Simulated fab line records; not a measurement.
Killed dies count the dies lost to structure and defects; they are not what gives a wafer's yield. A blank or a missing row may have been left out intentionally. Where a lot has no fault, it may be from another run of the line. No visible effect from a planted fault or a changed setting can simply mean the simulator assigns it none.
Which tool did it? | flow sky130 | 36 wafers from 12 lots sampled at 5 of the route's 708 steps

## WHAT THE GAUGES READ, wafer by wafer
SKY_VIA2_CD_MEAS_12: the cd target is 200 nm. Usual: cd nm reads 199.6 nm (standard deviation 1.4).
lot  | measured     | on        | cd nm (nm)        | flag
L239 | day 36 15:54 | cd sem-01 | 199.2 198.2 198.6 |
L241 | day 37 10:32 | cd sem-02 | 200.4 198.1 199.2 |
L242 | day 37 16:50 | cd sem-02 | 198.0 198.0 199.4 |
L245 | day 38 09:55 | cd sem-01 | 201.8 202.6 201.4 |
L246 | day 38 19:55 | cd sem-02 | 199.3 198.5 200.1 |
L247 | day 39 01:58 | cd sem-02 | 200.9 200.6 201.4 |
L249 | day 39 09:35 | cd sem-01 | 198.6 198.0 196.6 |
L248 | day 39 11:31 | cd sem-01 | 200.0 200.4 200.8 |
L250 | day 39 18:40 | cd sem-02 | 197.6 197.5 198.7 |
L254 | day 41 07:13 | cd sem-02 | 199.7 198.0 198.0 |
L260 | day 42 19:24 | cd sem-01 | 197.8 198.5 197.4 |
L261 | day 43 00:28 | cd sem-01 | 200.3 201.4 200.0 |

SKY_CAPM_RS_MEAS_03: a four-point-probe measurement. Usual: for CAPM_TIN_RS the level is 6.92 ohm/sq and the standard deviation is 0.067.
lot  | measured     | on            | CAPM_TIN_RS (ohm/sq) | flag
L239 | day 36 18:02 | film metro-01 | 6.97 6.96 6.87       |
L241 | day 37 13:15 | film metro-01 | 6.91 6.95 6.87       |
L242 | day 37 18:45 | film metro-02 | 6.91 6.93 6.94       |
L245 | day 38 11:48 | film metro-01 | 6.97 6.86 6.84       |
L246 | day 38 21:49 | film metro-02 | 6.88 6.85 6.86       |
L247 | day 39 05:46 | film metro-04 | 6.97 6.97 6.99       |
L249 | day 39 11:28 | film metro-01 | 6.95 6.94 6.90       |
L248 | day 39 13:28 | film metro-01 | 6.81 6.75 6.82       |
L250 | day 39 20:34 | film metro-02 | 6.80 6.89 6.91       |
L254 | day 41 09:07 | film metro-01 | 6.89 6.93 6.92       |
L260 | day 42 21:19 | film metro-04 | 7.13 6.94 6.90       |
L261 | day 43 02:20 | film metro-04 | 6.87 6.90 6.96       |

## WHICH TOOL RAN EACH LOT (tool, then ch and the chambers of the sampled wafers, then the start)
lot  | SKY_VIA2_CVD_21               | SKY_CAPM_CVD_00                 | SKY_CAPM_SPUTTER_02
L239 | cvd w-02 ch 0,1, day 36 16:50 | pecvd-04 ch 0,1,2, day 36 17:51 | pvd sputter-03, day 36 17:56
L241 | cvd w-02 ch 0,1, day 37 12:05 | pecvd-04 ch 0,2, day 37 13:04   | pvd sputter-03, day 37 13:09
L242 | cvd w-01 ch 0,1, day 37 17:47 | pecvd-01 ch 0,1,2, day 37 18:31 | pvd sputter-04, day 37 18:35
L245 | cvd w-01 ch 0,1, day 38 10:50 | pecvd-01 ch 0,2, day 38 11:36   | pvd sputter-03, day 38 11:41
L246 | cvd w-01 ch 0,1, day 38 20:50 | pecvd-02 ch 0,1,2, day 38 21:38 | pvd sputter-03, day 38 21:43
L247 | cvd w-01 ch 0,1, day 39 02:55 | pecvd-01 ch 0,2, day 39 05:32   | pvd sputter-03, day 39 05:37
L249 | cvd w-01 ch 0,1, day 39 10:30 | pecvd-04 ch 0,1,2, day 39 11:16 | pvd sputter-03, day 39 11:21
L248 | cvd w-01 ch 0,1, day 39 12:31 | pecvd-02 ch 0,1,2, day 39 13:16 | pvd sputter-04, day 39 13:22
L250 | cvd w-02 ch 0,1, day 39 19:37 | pecvd-01 ch 0,2, day 39 20:20   | pvd sputter-04, day 39 20:25
L254 | cvd w-02 ch 0,1, day 41 08:08 | pecvd-04 ch 1,2, day 41 08:55   | pvd sputter-01, day 41 09:01
L260 | cvd w-01 ch 0,1, day 42 20:20 | pecvd-04 ch 0,2, day 42 21:07   | pvd sputter-03, day 42 21:12
L261 | cvd w-01 ch 0,1, day 43 01:23 | pecvd-02 ch 0,1, day 43 02:06   | pvd sputter-04, day 43 02:11
- SKY_VIA2_CVD_21: deposits W, target thk 420 nm, time 126.4 s.
- SKY_CAPM_CVD_00: deposits SiO2, target thk 15.5 nm.
- SKY_CAPM_SPUTTER_02: material TiN, target thk 200 nm, time 166.7 s.

## AS READ BY THE TOOLS THEMSELVES (means over the sampled wafers that have a number; for cases with no such wafer, the mark the record gives instead)
SKY_VIA2_CVD_21. Usual: heater power w reads 886 W (standard deviation 140).
lot  | tool     | heater power w (W) | flag
L239 | cvd w-02 | 759                |
L241 | cvd w-02 | 757                |
L242 | cvd w-01 | 1016               |
L245 | cvd w-01 | 1009               |
L246 | cvd w-01 | 1025               |
L247 | cvd w-01 | 1019               |
L249 | cvd w-01 | 1023               |
L248 | cvd w-01 | 1015               |
L250 | cvd w-02 | 743                |
L254 | cvd w-02 | 746                |
L260 | cvd w-01 | 1032               |
L261 | cvd w-01 | 1005               |

SKY_CAPM_CVD_00. Usual: heater power w reads 679 W (standard deviation 80).
lot  | tool     | heater power w (W) | flag
L239 | pecvd-04 | 752                |
L241 | pecvd-04 | 751                |
L242 | pecvd-01 | 608                |
L245 | pecvd-01 | 631                |
L246 | pecvd-02 | 682                |
L247 | pecvd-01 | 553                |
L249 | pecvd-04 | 818                |
L248 | pecvd-02 | 693                |
L250 | pecvd-01 | 580                |
L254 | pecvd-04 | 760                |
L260 | pecvd-04 | 743                |
L261 | pecvd-02 | 618                |

SKY_CAPM_SPUTTER_02. Usual: cathode dc power W 6500.0 W, standard deviation 1.2; substrate temp c 300.00 C, standard deviation 0.21; throttle valve pct 30.3 %, standard deviation 0.94.
lot  | tool           | cathode dc power W (W) | substrate temp c (C) | throttle valve pct (%) | flag
L239 | pvd sputter-03 | 6500.5                 | 300.13               | 30.5                   |
L241 | pvd sputter-03 | 6499.8                 | 300.06               | 31.3                   |
L242 | pvd sputter-04 | 6499.9                 | 300.09               | 30.7                   |
L245 | pvd sputter-03 | 6499.3                 | 300.04               | 30.6                   |
L246 | pvd sputter-03 | 6500.4                 | 299.83               | 29.8                   |
L247 | pvd sputter-03 | 6500.3                 | 300.07               | 31.2                   |
L249 | pvd sputter-03 | 6498.9                 | 300.10               | 31.4                   |
L248 | pvd sputter-04 | 6498.7                 | 300.03               | 30.2                   |
L250 | pvd sputter-04 | 6500.0                 | 300.03               | 31.1                   |
L254 | pvd sputter-01 | 6500.4                 | 299.81               | 30.1                   |
L260 | pvd sputter-03 | 6429.1                 | 300.03               | 30.4                   | OFF
L261 | pvd sputter-04 | 6500.7                 | 300.16               | 30.1                   |

## THE ANSWER, worked out from the rows above alone
Rule: take the mean of a lot's wafers that have a number; if it is more than 3 standard deviations from the usual mean, the lot is off. Also off: a lot with no number at a reading for which 4 or more lots have one. The other lots that the step has rows for count as sound. The gauges are gone through in route order, then the tools' own readings, and for those a lot's mean is taken as printed above. The first step at which some lot is off is used, and at that step the reading that is off furthest; a lot without a number counts as furthest.
Off: L260, at SKY_CAPM_SPUTTER_02 (cathode dc power W).
A tool fits if, at that step or a process step before it, it ran every lot that is off, and no sound lot after the first of them. Can't be told from this: 2 tools fit, pecvd-04 at SKY_CAPM_CVD_00, pvd sputter-03 at SKY_CAPM_SPUTTER_02.

## WHAT WAS PUT IN BY THE SIMULATOR
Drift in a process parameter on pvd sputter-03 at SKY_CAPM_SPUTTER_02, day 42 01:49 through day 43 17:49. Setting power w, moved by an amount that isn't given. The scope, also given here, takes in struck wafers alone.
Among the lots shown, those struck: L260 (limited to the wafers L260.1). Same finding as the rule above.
